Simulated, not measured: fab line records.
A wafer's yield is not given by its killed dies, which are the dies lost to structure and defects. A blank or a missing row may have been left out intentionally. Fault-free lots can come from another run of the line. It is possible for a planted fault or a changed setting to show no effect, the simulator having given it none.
The tool behind it: which one?    flow sfq line    14 lots, 42 wafers sampled, at 1 step of a route of 325

## WHAT THE GAUGES SHOWED, per wafer
The record lacks any reading of a measuring or inspecting step that a usual standard deviation could be used to judge.

## WHAT TOOL EACH LOT RAN ON (gives the tool, then ch and the chambers of the sampled wafers, and finally the start)
lot   SFQ_TRILAYER_M6_LITHO_PEB_162
L206  litho track-02 ch 0, day 56 14:55
L207  litho track-03 ch 0, day 56 23:21
L208  litho track-02 ch 0, day 57 06:33
L209  litho track-02 ch 0, day 57 15:04
L210  litho track-02 ch 0, day 58 02:46
L211  litho track-02 ch 0, day 58 08:43
L214  litho track-03 ch 0, day 59 16:48
L219  litho track-02, day 60 12:00
L220  litho track-02, day 60 19:08
L222  litho track-01 ch 0, day 61 09:32
L225  litho track-03 ch 0, day 62 01:09
L226  litho track-03 ch 0, day 62 04:59
L227  litho track-01 ch 0, day 62 07:08
L228  litho track-03 ch 0, day 62 10:47
- SFQ_TRILAYER_M6_LITHO_PEB_162: peb time 60 s.

## WHAT THE TOOLS THEMSELVES READ (means of the sampled wafers that have a number; where no wafer has one, the mark that the record gives instead)
SFQ_TRILAYER_M6_LITHO_PEB_162. Usual: chill plate temp C 22.99 C, standard deviation 0.092; exhaust pa 45.0 Pa, standard deviation 0.86.
lot   tool            chill plate temp C (C)  exhaust pa (Pa)  flag
L206  litho track-02  22.92                   45.5             
L207  litho track-03  22.93                   44.8             
L208  litho track-02  23.06                   44.3             
L209  litho track-02  23.02                   45.0             
L210  litho track-02  23.05                   45.5             
L211  litho track-02  22.93                   46.2             
L214  litho track-03  22.92                   44.2             
L219  litho track-02  -                       -                OFF
L220  litho track-02  -                       -                OFF
L222  litho track-01  23.04                   45.5             
L225  litho track-03  23.02                   44.7             
L226  litho track-03  23.08                   45.1             
L227  litho track-01  23.11                   44.7             
L228  litho track-03  23.01                   44.6             

## THE ANSWER, worked out from the rows above alone
Rule: a lot is off if the mean of its wafers that have a number lies more than 3 standard deviations from the usual mean. Also off: a lot with no number at a reading for which 4 or more lots have one. Where the step has rows for the other lots, those lots are counted as sound. The gauges are gone through in route order, then the tools' own readings, and for those a lot's mean is taken as printed above. At the first step where some lot is off, the reading lying furthest off is the one used; lots without a number count as furthest.
Off, at SFQ_TRILAYER_M6_LITHO_PEB_162 on chill plate temp C: L219, L220. Without a number there: L219, L220.
If a tool, at that step or one of the process steps before it, ran each lot that is off and ran no sound lot following the first of them, it fits. One candidate fits, namely litho track-02 at SFQ_TRILAYER_M6_LITHO_PEB_162. A fault onset in the window from L211 (day 58 08:43, its last sound lot) to L219 (day 60 12:00, its first lot off) fits.
Blank at SFQ_TRILAYER_M6_LITHO_PEB_162 on the lots that are off, where sound lots have numbers: chill plate temp C, exhaust pa.

## WHAT WAS PUT IN BY THE SIMULATOR
Step skipped in full: litho track-02, at SFQ_TRILAYER_M6_LITHO_PEB_162, from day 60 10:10 onward. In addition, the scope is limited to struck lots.
Lots struck among those shown: L219, L220. The rule above reached the same finding.
